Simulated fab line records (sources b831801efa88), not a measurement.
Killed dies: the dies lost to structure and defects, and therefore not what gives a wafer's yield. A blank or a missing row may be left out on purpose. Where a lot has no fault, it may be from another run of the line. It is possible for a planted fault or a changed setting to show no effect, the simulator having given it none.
Which tool was responsible? -- flow sky130 -- Sampling: 14 lots, 42 wafers, 4 of 708 route steps

WHAT EACH GAUGE READ, for each wafer
SKY_SD_P_CD_MEAS_07: the cd target is 380 nm. Usual: cdNm at 380.1 nm, with a standard deviation of 2.8.
lot,measured,on,cdNm (nm),flag
L793,day 25 10:49,cdSem-02,379.8 380.6 377.6,
L794,day 25 15:02,cdSem-02,377.9 377.6 378.4,
L795,day 25 22:55,cdSem-01,380.0 379.6 381.8,
L796,day 26 07:55,cdSem-02,383.5 386.2 382.7,
L797,day 26 22:40,cdSem-02,380.6 379.6 380.7,
L798,day 27 05:53,cdSem-02,381.7 381.0 383.5,
L799,day 27 19:50,cdSem-01,380.0 379.5 382.7,
L806,day 30 02:56,cdSem-01,382.0 385.1 380.8,
L807,day 30 09:34,cdSem-02,376.7 377.5 379.0,
L810,day 31 21:41,cdSem-01,382.9 380.5 383.8,
L812,day 32 02:43,cdSem-02,376.1 377.0 374.4,
L814,day 32 15:22,cdSem-02,379.6 380.2 379.3,
L815,day 32 22:20,cdSem-01,377.6 378.2 376.1,
L816,day 33 03:38,cdSem-01,380.6 375.2 377.8,

SKY_CONTACT_THK_MEAS_01. Usual: CONTACT_CVD_00_THK gives 75.2 nm (standard deviation 0.83).
lot,measured,on,CONTACT_CVD_00_THK (nm),flag
L793,day 30 09:34,filmMetro-03,73.5 75.3 74.9,
L794,day 30 16:17,filmMetro-04,75.0 74.6 76.3,
L795,day 30 20:44,filmMetro-01,74.1 74.2 76.7,
L796,day 31 06:42,filmMetro-03,74.5 75.5 74.6,
L797,day 31 20:58,filmMetro-01,75.2 75.8 75.7,
L798,day 32 00:26,filmMetro-03,74.2 74.4 76.1,
L799,day 32 15:29,filmMetro-01,75.1 76.2 75.6,
L806,day 34 20:58,filmMetro-04,74.9 75.5 75.6,
L807,day 35 00:47,filmMetro-03,72.9 73.1 74.7,
L810,day 36 12:43,filmMetro-04,75.6 76.7 75.5,
L812,day 36 17:07,filmMetro-04,75.6 76.4 75.7,
L814,day 37 04:37,filmMetro-03,74.8 75.8 75.4,
L815,day 37 10:54,filmMetro-01,75.2 76.6 76.6,
L816,day 37 17:56,filmMetro-04,73.9 74.2 75.2,

SKY_METAL1_CD_MEAS_15: the cd target is 140 nm. Usual: cdNm at 139.8 nm, with a standard deviation of 1.5.
lot,measured,on,cdNm (nm),flag
L793,day 32 18:05,cdSem-02,138.3 140.5 141.2,
L794,day 33 01:37,cdSem-02,139.5 137.4 139.8,
L795,day 33 05:25,cdSem-01,139.1 139.1 140.6,
L796,day 33 14:59,cdSem-02,137.4 136.9 134.7,
L797,day 34 05:19,cdSem-02,137.1 138.1 137.3,
L798,day 34 08:53,cdSem-01,139.9 141.6 140.5,
L799,day 34 23:37,cdSem-02,140.2 137.8 137.3,
L806,day 37 03:29,cdSem-02,139.9 138.5 139.4,
L807,day 37 06:46,cdSem-02,140.2 140.4 140.0,
L810,day 38 18:21,cdSem-01,140.4 140.9 141.8,
L812,day 38 22:07,cdSem-01,139.5 140.6 139.5,
L814,day 39 09:26,cdSem-01,136.6 138.2 138.2,
L815,day 39 14:29,cdSem-02,140.6 140.8 142.1,
L816,day 39 21:47,cdSem-01,138.9 138.9 139.0,

WHAT TOOL EACH LOT RAN ON (gives the tool, then ch and the chambers of the sampled wafers, and finally the start)
lot,SKY_LDD_N_IMPLANT_15
L793,"implanter-03 ch 0, day 17 18:50"
L794,"implanter-03 ch 0, day 17 22:33"
L795,"implanter-01 ch 0, day 18 08:42"
L796,"implanter-03 ch 0, day 18 15:43"
L797,"implanter-03 ch 0, day 19 07:00"
L798,"implanter-03 ch 0, day 19 14:28"
L799,"implanter-02 ch 0, day 20 01:31"
L806,"implanter-01 ch 0, day 22 17:58"
L807,"implanter-01 ch 0, day 23 01:30"
L810,"implanter-02 ch 0, day 24 14:55"
L812,"implanter-02 ch 0, day 24 19:22"
L814,"implanter-01 ch 0, day 25 07:44"
L815,"implanter-02 ch 0, day 25 15:37"
L816,"implanter-02 ch 0, day 26 00:17"
- SKY_LDD_N_IMPLANT_15

AS READ BY THE TOOLS THEMSELVES (means over the sampled wafers that have a number; for cases with no such wafer, the mark the record gives instead)
SKY_LDD_N_IMPLANT_15. Usual: beamOnS 10.04 s, standard deviation 0.19; faradayCurrentUA 28.1, standard deviation 0.52.
lot,tool,beamOnS (s),faradayCurrentUA,flag
L793,implanter-03,10.19,27.6,
L794,implanter-03,10.09,28.0,
L795,implanter-01,10.06,28.1,
L796,implanter-03,10.08,28.0,
L797,implanter-03,9.97,28.2,
L798,implanter-03,9.94,28.4,
L799,implanter-02,10.19,27.6,
L806,implanter-01,13.43,21.0,OFF
L807,implanter-01,13.49,20.9,OFF
L810,implanter-02,10.00,28.2,
L812,implanter-02,9.94,28.4,
L814,implanter-01,9.84,28.6,
L815,implanter-02,9.96,28.4,
L816,implanter-02,9.99,28.3,

THE ANSWER, worked out from the rows above alone
Rule: a lot counts as off when the mean over its wafers that have a number is more than 3 standard deviations away from the usual mean. A lot without any number at a reading at which 4 lots or more have one is off too. All remaining lots with rows at the step are treated as sound. The gauges are gone through in route order, then the tools' own readings, and for those a lot's mean is taken as printed above. The first step at which some lot is off is used, and at that step the reading that is off furthest; a lot without a number counts as furthest.
Off: L806, L807 (SKY_LDD_N_IMPLANT_15, beamOnS).
A tool fits if, at that step or a process step before it, it ran every lot that is off, and no sound lot after the first of them. No candidate that was tried fits.

WHAT WAS PUT IN BY THE SIMULATOR
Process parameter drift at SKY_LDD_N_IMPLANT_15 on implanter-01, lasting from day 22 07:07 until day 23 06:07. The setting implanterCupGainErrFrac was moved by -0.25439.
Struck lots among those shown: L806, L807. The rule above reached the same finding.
